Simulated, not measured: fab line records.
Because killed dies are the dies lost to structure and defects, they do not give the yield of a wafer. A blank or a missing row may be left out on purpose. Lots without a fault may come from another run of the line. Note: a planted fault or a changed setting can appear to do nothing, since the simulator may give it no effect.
fab line records + flow sky130
[record]
- lots = 12
- wafers = 36
- last-day = 50
route steps=708 shown LOCAL_INTERCONNECT@387
lots with no fault: from the same line, run without faults
start-h: hours from the record's opening day to when the first of the lot's shown wafers began + wait-h: hours from the lot's prior step to this one + " repeats the value in the row above + L1.1+2: several wafers, shown together as one row + - no value, or no start given + * or withheld: withheld + < > ~ a bound
route shown NAME@n: NAME is a module with steps in the file, n the number in the route of the first one + usual: average and standard deviation across the fault-free wafers + same: alike in all rows + chamber/n: place in a boat + sites: each site's reading + _std_site: the values' standard deviation + _edge_site: the outer-site mean with the inner-site mean subtracted + radius-mm: for every site, how far away it sits from the centre of the wafer + mask NAME#n: copy n + behind: the tool/chamber that last shaped the wafer + hold: reason for holding the lot/hours on hold/outcome of the hold + device: the n, p or np transistor that did not switch + end of line: tests run on the same wafers once the route is complete + where a step has no rows: the recipe by itself + killed: dies that structure and defects cost at the first sort, which is not the same as the wafer's yield + map: per-die view of a wafer (x killed, . not killed, _ where there is no die)
set.NAME: the run value of the setting; set.NAME@STEP: its run value at that earlier step + model.NAME: the simulator's own value behind a step, which no gauge read
route steps across a sampled set of lots; one table per step, one row per wafer
services: the hour from which a tool's chamber was out of use, counted from the record's first day as start-h (under 0 if before that day), plus the number of hours and why
[[steps]]
[step SKY_LOCAL_INTERCONNECT_SPUTTER_00]
[recipe]
- material = TiN
- target-thk-nm = 100
- temp-c = 300
- power-w = 6500
- time-s = 83.3
- chamber-pressure-pa = 0.4
[usual]
- cathode-dc-power-W = 6499.8/1.1
- throttle-valve-pct = 30.0/1.3
| lot.wafer | tool           | chamber | start-h | wait-h | cathode-dc-power-W | throttle-valve-pct |
|-----------|----------------|---------|---------|--------|--------------------|--------------------|
| L831.3    | pvd-sputter-01 | -       | 677.48  | 0.1    | 6501.7             | 29.7               |
| L831.5    | "              | -       | "       | "      | 6498.8             | 31.9               |
| L831.6    | "              | -       | "       | "      | 6499.6             | 29.4               |
| L832.1    | pvd-sputter-04 | -       | 696.10  | 0.2    | 6500.3             | 30.2               |
| L832.2    | "              | -       | "       | "      | 6499.8             | 29.5               |
| L832.4    | "              | -       | "       | "      | 6501.1             | 31.3               |
| L834.3    | pvd-sputter-03 | -       | 710.92  | 0.1    | 6500.3             | 27.5               |
| L834.4    | "              | -       | "       | "      | 6498.3             | 30.4               |
| L834.5    | "              | -       | "       | "      | 6499.2             | 30.3               |
| L833.1    | pvd-sputter-03 | -       | 713.42  | 0.1    | 6499.3             | 32.2               |
| L833.2    | "              | -       | "       | "      | 6499.9             | 28.3               |
| L833.5    | "              | -       | "       | "      | 6499.8             | 28.3               |
| L835.2    | pvd-sputter-04 | -       | 721.57  | 0.2    | 6498.3             | 31.0               |
| L835.3    | "              | -       | "       | "      | 6499.0             | 29.2               |
| L835.5    | "              | -       | "       | "      | 6501.1             | 30.2               |
| L836.2    | pvd-sputter-03 | -       | 729.28  | 0.2    | 6501.5             | 28.0               |
| L836.5    | "              | -       | "       | "      | 6501.6             | 32.4               |
| L836.6    | "              | -       | "       | "      | 6500.0             | 27.9               |
| L838.3    | pvd-sputter-03 | -       | 734.00  | 0.2    | 6500.7             | 28.0               |
| L838.4    | "              | -       | "       | "      | 6499.6             | 32.5               |
| L838.6    | "              | -       | "       | "      | 6499.2             | 27.8               |
| L837.2    | pvd-sputter-01 | -       | 734.98  | 0.2    | 6499.7             | 30.5               |
| L837.3    | "              | -       | "       | "      | 6500.1             | 32.0               |
| L837.5    | "              | -       | "       | "      | 6500.6             | 28.7               |
| L847.1    | pvd-sputter-04 | -       | 805.59  | 0.1    | 6500.3             | 31.0               |
| L847.3    | "              | -       | "       | "      | 6500.7             | 31.3               |
| L847.5    | "              | -       | "       | "      | 6498.9             | 30.9               |
| L848.3    | pvd-sputter-01 | -       | 810.52  | 0.1    | 6499.9             | 30.3               |
| L848.4    | "              | -       | "       | "      | 8183.0             | 32.1               |
| L848.5    | "              | -       | "       | "      | 8184.0             | 32.2               |
| L852.1    | pvd-sputter-03 | -       | 840.25  | 0.1    | 6498.6             | 32.4               |
| L852.4    | "              | -       | "       | "      | 6499.0             | 27.9               |
| L852.6    | "              | -       | "       | "      | 6500.7             | 30.2               |
| L853.2    | pvd-sputter-03 | -       | 851.11  | 0.2    | 6499.4             | 27.5               |
| L853.4    | "              | -       | "       | "      | 6498.8             | 28.2               |
| L853.5    | "              | -       | "       | "      | 6500.2             | 27.9               |
[step SKY_LOCAL_INTERCONNECT_RS_MEAS_01]
[recipe]
- thk-meas-gauge = four-point-probe
- reads = TiN_of_LOCAL_INTERCONNECT_SPUTTER_00
[usual]
- LOCAL_INTERCONNECT_TIN_RS = 14.21/0.19
| lot.wafer | tool          | chamber | start-h | wait-h | LOCAL_INTERCONNECT_TIN_RS[ohm/sq] |
|-----------|---------------|---------|---------|--------|-----------------------------------|
| L831.3    | film-metro-02 | -       | 677.59  | 0.1    | 13.99                             |
| L831.5    | "             | -       | "       | "      | 14.10                             |
| L831.6    | "             | -       | "       | "      | 13.91                             |
| L832.1    | film-metro-04 | -       | 696.16  | 0.0    | 14.39                             |
| L832.2    | "             | -       | "       | "      | 14.50                             |
| L832.4    | "             | -       | "       | "      | 14.33                             |
| L834.3    | film-metro-02 | -       | 711.02  | 0.1    | 14.10                             |
| L834.4    | "             | -       | "       | "      | 13.99                             |
| L834.5    | "             | -       | "       | "      | 14.07                             |
| L833.1    | film-metro-02 | -       | 713.48  | 0.0    | 14.51                             |
| L833.2    | "             | -       | "       | "      | 14.37                             |
| L833.5    | "             | -       | "       | "      | 14.30                             |
| L835.2    | film-metro-03 | -       | 721.65  | 0.1    | 14.22                             |
| L835.3    | "             | -       | "       | "      | 14.45                             |
| L835.5    | "             | -       | "       | "      | 14.25                             |
| L836.2    | film-metro-03 | -       | 729.37  | 0.1    | 14.11                             |
| L836.5    | "             | -       | "       | "      | 14.46                             |
| L836.6    | "             | -       | "       | "      | 14.31                             |
| L838.3    | film-metro-03 | -       | 734.10  | 0.1    | 14.31                             |
| L838.4    | "             | -       | "       | "      | 14.39                             |
| L838.6    | "             | -       | "       | "      | 14.22                             |
| L837.2    | film-metro-04 | -       | 735.06  | 0.1    | 14.28                             |
| L837.3    | "             | -       | "       | "      | 14.45                             |
| L837.5    | "             | -       | "       | "      | 14.14                             |
| L847.1    | film-metro-04 | -       | 805.65  | 0.0    | 14.21                             |
| L847.3    | "             | -       | "       | "      | 14.31                             |
| L847.5    | "             | -       | "       | "      | 14.22                             |
| L848.3    | film-metro-04 | -       | 810.62  | 0.1    | 14.06                             |
| L848.4    | "             | -       | "       | "      | 11.07                             |
| L848.5    | "             | -       | "       | "      | 11.13                             |
| L852.1    | film-metro-04 | -       | 840.31  | 0.0    | 14.32                             |
| L852.4    | "             | -       | "       | "      | 14.38                             |
| L852.6    | "             | -       | "       | "      | 14.24                             |
| L853.2    | film-metro-04 | -       | 851.20  | 0.1    | 14.45                             |
| L853.4    | "             | -       | "       | "      | 14.28                             |
| L853.5    | "             | -       | "       | "      | 14.46                             |
[step SKY_LOCAL_INTERCONNECT_THK_MEAS_02]
[recipe]
- thk-meas-gauge = xrf
- reads = TiN_of_LOCAL_INTERCONNECT_SPUTTER_00
[usual]
- LOCAL_INTERCONNECT_TIN_THK = 97.9/1.3
| lot.wafer | tool          | chamber | start-h | wait-h | LOCAL_INTERCONNECT_TIN_THK[nm] |
|-----------|---------------|---------|---------|--------|--------------------------------|
| L831.3    | film-metro-02 | -       | 677.69  | 0.1    | 99.8                           |
| L831.5    | "             | -       | "       | "      | 98.8                           |
| L831.6    | "             | -       | "       | "      | 100.6                          |
| L832.1    | film-metro-04 | -       | 696.28  | 0.1    | 96.4                           |
| L832.2    | "             | -       | "       | "      | 95.9                           |
| L832.4    | "             | -       | "       | "      | 97.3                           |
| L834.3    | film-metro-02 | -       | 711.12  | 0.1    | 98.3                           |
| L834.4    | "             | -       | "       | "      | 99.2                           |
| L834.5    | "             | -       | "       | "      | 98.2                           |
| L833.1    | film-metro-02 | -       | 713.60  | 0.1    | 95.9                           |
| L833.2    | "             | -       | "       | "      | 96.7                           |
| L833.5    | "             | -       | "       | "      | 96.9                           |
| L835.2    | film-metro-03 | -       | 721.76  | 0.1    | 97.9                           |
| L835.3    | "             | -       | "       | "      | 96.3                           |
| L835.5    | "             | -       | "       | "      | 97.4                           |
| L836.2    | film-metro-03 | -       | 729.48  | 0.1    | 98.6                           |
| L836.5    | "             | -       | "       | "      | 96.0                           |
| L836.6    | "             | -       | "       | "      | 97.2                           |
| L838.3    | film-metro-03 | -       | 734.20  | 0.1    | 97.3                           |
| L838.4    | "             | -       | "       | "      | 96.2                           |
| L838.6    | "             | -       | "       | "      | 97.8                           |
| L837.2    | film-metro-04 | -       | 735.17  | 0.1    | 97.5                           |
| L837.3    | "             | -       | "       | "      | 96.3                           |
| L837.5    | "             | -       | "       | "      | 98.3                           |
| L847.1    | film-metro-04 | -       | 805.77  | 0.1    | 98.3                           |
| L847.3    | "             | -       | "       | "      | 96.8                           |
| L847.5    | "             | -       | "       | "      | 97.6                           |
| L848.3    | film-metro-04 | -       | 810.72  | 0.1    | 98.5                           |
| L848.4    | "             | -       | "       | "      | 124.7                          |
| L848.5    | "             | -       | "       | "      | 124.1                          |
| L852.1    | film-metro-04 | -       | 840.43  | 0.1    | 97.3                           |
| L852.4    | "             | -       | "       | "      | 96.9                           |
| L852.6    | "             | -       | "       | "      | 97.7                           |
| L853.2    | film-metro-04 | -       | 851.31  | 0.1    | 96.3                           |
| L853.4    | "             | -       | "       | "      | 97.6                           |
| L853.5    | "             | -       | "       | "      | 96.7                           |
[step SKY_LOCAL_INTERCONNECT_METAL_ETCH_14]
[recipe]
- target-depth-nm = 110
- stop-on = PSG
- chemistry = Cl2/BCl3
- target = TiN
- resist-sidewall-deg = 88
- pressure-mtorr = 10
- icp-w = 900
- bias-w = 48.5
- Cl2_flow_sccm = 60
- bcl3-flow-sccm = 30
- time-s = 31.4
[usual]
- chamber-pressure-mTorr = 10.001/0.0087
- drypump-motor-current-A = 5.6/0.36
- oes-product-au = 0.938/0.0083
- throttle-valve-pct = 21.904/0.0096
| lot.wafer | tool         | chamber | start-h | wait-h | chamber-pressure-mTorr | drypump-motor-current-A | oes-product-au | rf-hours-counter-h | throttle-valve-pct |
|-----------|--------------|---------|---------|--------|------------------------|-------------------------|----------------|--------------------|--------------------|
| L831.3    | rie-metal-04 | 0       | 705.93  | 0.0    | 9.999                  | 6.2                     | 0.946          | -                  | 21.895             |
| L831.5    | "            | 1       | "       | "      | 9.997                  | 5.6                     | 0.941          | -                  | 21.895             |
| L831.6    | "            | 0       | "       | "      | 9.995                  | 6.2                     | 0.954          | -                  | 21.892             |
| L832.1    | rie-metal-03 | 1       | 723.76  | 0.0    | 10.002                 | 5.1                     | 0.931          | 13                 | 21.901             |
| L832.2    | "            | 0       | "       | "      | 9.988                  | 5.5                     | 0.929          | 10                 | 21.903             |
| L832.4    | "            | 0       | "       | "      | 10.012                 | 5.4                     | 0.932          | -                  | 21.918             |
| L834.3    | rie-metal-03 | 1       | 738.51  | 0.1    | 10.012                 | 5.2                     | 0.949          | -                  | 21.893             |
| L834.4    | "            | 1       | "       | "      | 9.995                  | 5.2                     | 0.937          | -                  | 21.894             |
| L834.5    | "            | 1       | "       | "      | 9.998                  | 5.2                     | 0.949          | -                  | 21.904             |
| L833.1    | rie-metal-04 | 0       | 741.77  | 0.0    | 9.991                  | 6.2                     | 0.930          | 11                 | 21.892             |
| L833.2    | "            | 1       | "       | "      | 9.998                  | 5.5                     | 0.936          | 12                 | 21.896             |
| L833.5    | "            | 0       | "       | "      | 10.003                 | 6.2                     | 0.933          | -                  | 21.910             |
| L835.2    | rie-metal-03 | 1       | 750.07  | 0.1    | 9.994                  | 5.2                     | 0.940          | -                  | 21.886             |
| L835.3    | "            | 1       | "       | "      | 9.999                  | 5.1                     | 0.927          | -                  | 21.904             |
| L835.5    | "            | 1       | "       | "      | 9.995                  | 5.1                     | 0.926          | -                  | 21.901             |
| L836.2    | rie-metal-01 | 0       | 756.80  | 0.0    | 10.008                 | 5.8                     | 0.949          | 8                  | 21.911             |
| L836.5    | "            | 1       | "       | "      | 10.009                 | 5.8                     | 0.924          | -                  | 21.899             |
| L836.6    | "            | 0       | "       | "      | 9.991                  | 5.8                     | 0.931          | -                  | 21.911             |
| L838.3    | rie-metal-01 | 0       | 761.53  | 0.0    | 9.995                  | 5.8                     | 0.928          | -                  | 21.916             |
| L838.4    | "            | 1       | "       | "      | 10.007                 | 5.8                     | 0.930          | -                  | 21.904             |
| L838.6    | "            | 1       | "       | "      | 10.009                 | 5.8                     | 0.940          | -                  | 21.906             |
| L837.2    | rie-metal-03 | 1       | 761.96  | 0.0    | 10.010                 | 5.1                     | 0.936          | 15                 | 21.910             |
| L837.3    | "            | 1       | "       | "      | 10.001                 | 5.1                     | 0.929          | -                  | 21.907             |
| L837.5    | "            | 1       | "       | "      | 10.000                 | 5.1                     | 0.940          | -                  | 21.908             |
| L847.1    | rie-metal-04 | 0       | 832.80  | 0.0    | 9.994                  | 6.2                     | 0.938          | 16                 | 21.898             |
| L847.3    | "            | 1       | "       | "      | 10.004                 | 5.6                     | 0.935          | -                  | 21.904             |
| L847.5    | "            | 1       | "       | "      | 10.001                 | 5.5                     | 0.945          | -                  | 21.893             |
| L848.3    | rie-metal-04 | 1       | 837.71  | 0.0    | 10.011                 | 5.6                     | 0.939          | -                  | 21.908             |
| L848.4    | "            | 0       | "       | "      | 10.004                 | 6.2                     | 0.962          | -                  | 21.878             |
| L848.5    | "            | 1       | "       | "      | 9.985                  | 5.6                     | 0.994          | -                  | 21.879             |
| L852.1    | rie-metal-04 | 1       | 866.25  | 0.0    | 10.000                 | 5.6                     | 0.944          | 2                  | 21.907             |
| L852.4    | "            | 1       | "       | "      | 10.012                 | 5.6                     | 0.928          | -                  | 21.912             |
| L852.6    | "            | 1       | "       | "      | 9.982                  | 5.6                     | 0.943          | -                  | 21.910             |
| L853.2    | rie-metal-03 | 0       | 877.96  | 0.0    | 9.995                  | 5.4                     | 0.922          | 16                 | 21.898             |
| L853.4    | "            | 0       | "       | "      | 9.994                  | 5.4                     | 0.946          | -                  | 21.907             |
| L853.5    | "            | 1       | "       | "      | 10.009                 | 5.1                     | 0.926          | -                  | 21.917             |
[[services]]
| tool           | chamber | start-h | hours | kind                   |
|----------------|---------|---------|-------|------------------------|
| pvd-sputter-03 | -       | 680.37  | 1.6   | repair                 |
| rie-metal-03   | -       | 684.22  | 1.1   | repair                 |
| rie-metal-04   | 1       | 711.88  | 13.5  | repair                 |
| rie-metal-03   | 0       | 733.13  | 17.0  | repair                 |
| pvd-sputter-03 | 2       | 744.67  | -     | consumable-replace:kit |
| pvd-sputter-03 | 2       | 744.67  | 18.0  | scheduled-down         |
| pvd-sputter-03 | 2       | 744.67  | 18.0  | vent-cycle             |
| pvd-sputter-03 | -       | 745.60  | 7.2   | repair                 |
| pvd-sputter-03 | -       | 757.14  | 5.8   | repair                 |
| rie-metal-03   | 1       | 764.24  | -     | clean                  |
| rie-metal-03   | 1       | 764.24  | 21.6  | scheduled-down         |
| rie-metal-03   | -       | 766.07  | 1.4   | pm                     |
| pvd-sputter-04 | -       | 768.34  | 2.4   | repair                 |
| pvd-sputter-01 | -       | 770.82  | 3.8   | repair                 |
| pvd-sputter-03 | -       | 785.63  | 3.2   | repair                 |
| pvd-sputter-03 | -       | 787.59  | 6.3   | repair                 |
| rie-metal-01   | -       | 798.80  | 0.7   | repair                 |
| rie-metal-03   | 0       | 815.97  | 13.1  | repair                 |
| pvd-sputter-01 | -       | 822.80  | 1.7   | repair                 |
| pvd-sputter-04 | -       | 829.44  | 5.4   | repair                 |
| rie-metal-01   | 0       | 840.17  | 90.2  | repair                 |
| rie-metal-04   | 0       | 861.84  | 1.7   | repair                 |
| pvd-sputter-03 | -       | 862.96  | 6.4   | repair                 |
| rie-metal-04   | -       | 863.24  | 1.1   | repair                 |
[[key]]
[first-sign]
- step = SKY_LOCAL_INTERCONNECT_SPUTTER_00
- reading = cathode-dc-power-W
- direction = up
- sigmas = 99+
- usual = 6499.8
- struck = 8183.5
[effect]
- step = SKY_LOCAL_INTERCONNECT_RS_MEAS_01
- reading = LOCAL_INTERCONNECT_TIN_RS
- direction = down
- sigmas = 17
- usual = 14.21
- struck = 11.10
[effect]
- step = SKY_LOCAL_INTERCONNECT_THK_MEAS_02
- reading = LOCAL_INTERCONNECT_TIN_THK
- direction = up
- sigmas = 21
- usual = 97.9
- struck = 124.4
[effect]
- step = SKY_LOCAL_INTERCONNECT_METAL_ETCH_14
- reading = oes-product-au
- direction = up
- sigmas = 4.8
- usual = 0.938
- struck = 0.978
met-at SKY_LOCAL_INTERCONNECT_SPUTTER_00
struck-lots L848
struck-wafers L848.4,L848.5
sort-left-out L848.4,L848.5
tester-left-out L848
onset-between 734.98 810.52
[fault]
- kind = process-parameter-drift
- tool = pvd-sputter-01
- chamber = -
- onset-h = 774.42
- steps = SKY_LOCAL_INTERCONNECT_SPUTTER_00
- channel = power-w
- offset = *
- shape = step
- end-h = 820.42
- acts-in = *
- stated = *
- scope = struck-wafers-only
// tester-left-out: of these lots the tester's yield and bins aren't shown, on N5 and GAA mostly nor the transistor test; their killed dies are dies lost to structure and defects alone, not to doping, threshold or leakage, so they don't give the yield
// sort-left-out: the simulated sort isn't trusted on such a fault, so these wafers' sort isn't shown, and their yield isn't known
